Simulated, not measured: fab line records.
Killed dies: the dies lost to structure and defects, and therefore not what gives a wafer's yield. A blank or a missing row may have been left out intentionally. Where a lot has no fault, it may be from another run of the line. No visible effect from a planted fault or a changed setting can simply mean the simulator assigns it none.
Problem report, 8D (eight disciplines) form, completed by code / flow gf180mcu / the parts of the form that need people (team, actions taken, sign-off) are left out

## 1. PROBLEM STATEMENT
Mean V2_W_RS at GF_V2_RS_MEAS_24: 0.244 ohm/sq over 3 wafers in 2 lots; fault-free wafers: 0.326 ohm/sq, standard deviation 0.0041. That puts it -20 standard deviations away from the usual mean.
The step: measures by four-point-probe.
First observed at day 25 20:44: wafer L941.3, on filmMetro-01. The record has a number at this step for 30 wafers belonging to 10 lots. Rule for "out" (also "out of limits"): further than 4 standard deviations from the usual mean. The other wafers with a number count as sound.

## 2. WHAT IT IS AND WHAT IT IS NOT
question=which readings at this step | is=V2_W_RS | is not=-
question=which lots | is=L941, L943 | is not=L926, L932, L934, L935, L937, L939, L948, L949
question=which wafers of those lots | is=L941.3, L941.5, L943.1 | is not=L941.6, L943.4, L943.6
question=read on which gauges | is=filmMetro-01, filmMetro-04 | is not=filmMetro-02
question=when | is=from day 25 20:44 | is not=up to then (19 sound wafers); but 8 sound wafers of L943, L948, L949 came after

## 3. WHAT RULES OUT EACH SUSPECT
Counting: a tool at a process step up to the reading stays a suspect if it ran every lot that is out. Sound lots after the first of them don't rule it out here, since some wafers of a struck lot are sound.
- ruled out: the gauge at GF_V2_RS_MEAS_24. The wafers that are out were read on 2 gauges (filmMetro-01, filmMetro-04).
- cvdW-01 at GF_V2_CVD_23 (deposits W, target thk 350 nm, time 104.94 s): kept. It processed each lot that is out (first: L941, day 25 20:37); up to then, its last sound lot is L939 (day 24 22:53). Its own readings are out on those wafers: susceptorTempC.
- Within cvdW-01 at GF_V2_CVD_23: the wafers that are out ran in chamber 1; their sound lot-mates ran in chamber 0.
Left after counting: cvdW-01 at GF_V2_CVD_23.

## 4. THE CAUSE (what the simulator had put in)
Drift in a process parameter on cvdW-01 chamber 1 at GF_V2_CVD_23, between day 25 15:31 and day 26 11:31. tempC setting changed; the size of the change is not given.
The count eliminated every tool but this one.

## 5. THE CHAIN OF EFFECTS, in route order
Rows list readings where the struck wafers' mean (over those with a number) sits beyond 3 standard deviations from the usual. Readings are gone through only where the record gives a usual standard deviation; hours: the median, over the lots, of the time from a lot's start at the first step in this table giving one to that lot's start at this step; sigmas: the change measured in usual standard deviations.
hours=0; step=GF_V2_CVD_23; reading=susceptorTempC; usual=400.01 C; on struck wafers=416.34; change=+16.33; sigmas=+68
hours=0; step=GF_V2_RS_MEAS_24; reading=V2_W_RS; usual=0.326 ohm/sq; on struck wafers=0.244; change=-0.082; sigmas=-20
hours=2; step=GF_V2_THK_MEAS_25; reading=V2_W_THK; usual=331 nm; on struck wafers=434; change=+103; sigmas=+23
hours=7; step=GF_V2_CMP_26; reading=timeToEndpointS; usual=82 s; on struck wafers=114; change=+32; sigmas=+6.9
It contains these process steps:
- GF_V2_CVD_23: deposits W, target thk 350 nm, time 104.94 s.
- GF_V2_CMP_26: polishes, stops on SiO2, t overpolish 15 s, target thk 0 nm.

## 6. HOW IT WOULD HAVE BEEN CAUGHT EARLIER
5 hours passed between the start of the fault at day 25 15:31 and the first reading out of limits at a measuring or inspecting step in this record, taken at day 25 20:44.
Tool's own readings at GF_V2_CVD_23, susceptorTempC: out on all struck wafers the step has rows for; an alarm limit on them would have tripped on the first.
Of the lots that are out (2), L943 began GF_V2_CVD_23 on cvdW-01 after day 25 20:44. It would have been spared by a hold on the tool at that moment.
